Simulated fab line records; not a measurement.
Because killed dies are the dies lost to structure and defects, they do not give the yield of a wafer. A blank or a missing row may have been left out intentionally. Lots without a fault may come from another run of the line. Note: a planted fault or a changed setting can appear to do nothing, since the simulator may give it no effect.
The same fault as seen by 2 desks | flow gf180mcu | only its own numbers are on each desk; what lay behind them is given at the end

== METROLOGY DESK ==
What the gauges read for every lot (on any tool): the sampled wafers with a number, averaged. Marked OUT: a lot whose mean sits more than 4 standard deviations from the usual mean, which makes it out of limits; the brackets give that distance.
Columns: A = POLY_GATE_CVD_00_THK at GF_POLY_GATE_THK_MEAS_01, usual 199.2 nm; B = cdNm at GF_POLY_GATE_CD_MEAS_10, usual 280.2 nm; C = POLY_GATE_OVL at GF_POLY_GATE_OVL_MEAS_11, usual -2 nm; D = cdNm at GF_HV_LDD_CD_MEAS_07, usual 399.7 nm
lot  | first seen here | A               | B     | C  | D
L874 | day 8 09:18     | 200.7           | 280.8 | 3  | 399.6
L877 | day 9 12:07     | 200.4           | 280.1 | 0  | 399.5
L878 | day 10 00:40    | 198.2           | 280.5 | -8 | 400.4
L879 | day 10 00:40    | 196.5           | 281.5 | 4  | 397.7
L880 | day 10 14:14    | 168.1 (-18) OUT | 280.6 | -2 | 402.0
L881 | day 10 20:22    | 172.4 (-16) OUT | 281.8 | -2 | 397.3
L891 | day 13 09:10    | 197.4           | 278.9 | -2 | 397.8
L892 | day 13 12:40    | 199.8           | 280.4 | -2 | 400.9
L894 | day 14 00:56    | 198.7           | 279.9 | -4 | 402.1
L895 | day 14 10:13    | 197.8           | 280.5 | 1  | 397.8
L896 | day 14 16:24    | 198.9           | 279.0 | -8 | 397.3
L897 | day 15 03:24    | 197.1           | 281.9 | 3  | 400.3
This desk reports L880, L881 out of limits; the earliest was L880 at day 10 14:14 (POLY_GATE_CVD_00_THK at GF_POLY_GATE_THK_MEAS_01). Within limits: L874, L877, L878, L879, L891, L892, L894, L895, L896, L897.

== THE TOOL OWNER'S DESK: lpcvd-02 ==
The tool's own readings at GF_POLY_GATE_CVD_00 (deposits poly-Si, target thk 200 nm, time 1200 s): means of the sampled wafers that have a number, for each lot that ran on this tool. Marked OUT: a lot whose mean sits more than 4 standard deviations from the usual mean, which makes it out of limits; the brackets give that distance.
Columns: A = spikeTcBottomC at GF_POLY_GATE_CVD_00, usual 644.4 C; B = spikeTcCentreC at GF_POLY_GATE_CVD_00, usual 620.9 C; C = spikeTcLowerC at GF_POLY_GATE_CVD_00, usual 619.7 C; D = spikeTcTopC at GF_POLY_GATE_CVD_00, usual 637.5 C; E = spikeTcUpperC at GF_POLY_GATE_CVD_00, usual 619.4 C; F = susceptorTempC at GF_POLY_GATE_CVD_00, usual 619.95 C; G = zonePowerBottomPct at GF_POLY_GATE_CVD_00, usual 13.2 %
lot  | first seen here | A                | B     | C                | D                | E                | F                | G
L874 | day 8 07:57     | 642.8            | 622.6 | 620.9            | 636.7            | 620.4            | 619.98           | 13.1
L878 | day 9 23:20     | 645.2            | 619.0 | 619.0            | 638.4            | 619.7            | 620.24           | 14.1
L879 | day 9 23:20     | 645.3            | 620.6 | 619.3            | 638.3            | 618.9            | 620.21           | 14.0
L880 | day 10 12:55    | 636.3 (-6.7) OUT | 616.1 | 613.0 (-5.1) OUT | 630.6 (-4.9) OUT | 613.5 (-4.6) OUT | 613.46 (-22) OUT | 12.7
L881 | day 10 18:22    | 637.7 (-5.6) OUT | 615.9 | 613.5 (-4.8) OUT | 629.4 (-5.8) OUT | 612.8 (-5.1) OUT | 613.40 (-23) OUT | 12.8
L891 | day 13 07:49    | 646.0            | 620.1 | 621.0            | 637.7            | 618.7            | 619.49           | 14.1
L892 | day 13 11:19    | 645.3            | 619.5 | 620.0            | 638.4            | 618.5            | 620.35           | 14.1
L896 | day 14 15:03    | 644.7            | 622.6 | 620.4            | 636.7            | 620.6            | 619.65           | 13.0
L897 | day 15 02:04    | 643.3            | 621.5 | 619.1            | 636.9            | 620.7            | 619.59           | 13.2
This desk finds L880, L881 out of limits, L880 being first, at day 10 12:55 (spikeTcBottomC at GF_POLY_GATE_CVD_00). Within limits: L874, L878, L879, L891, L892, L896, L897.

== BROUGHT TOGETHER ==
The tool owner's desk could have raised an alarm at day 10 12:55, on L880, L881.
L880, L881 would have let the metrology desk raise an alarm at day 10 14:14.
All the named lots went through GF_POLY_GATE_CVD_00 on lpcvd-02.

== WHAT HAD BEEN PUT IN BY THE SIMULATOR ==
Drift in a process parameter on lpcvd-02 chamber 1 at GF_POLY_GATE_CVD_00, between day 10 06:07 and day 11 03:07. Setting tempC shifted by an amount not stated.
Lots struck among those shown: L880, L881.
Fault start to first reading out of limits, in hours, per desk: tool owner, 7; metrology, 8.
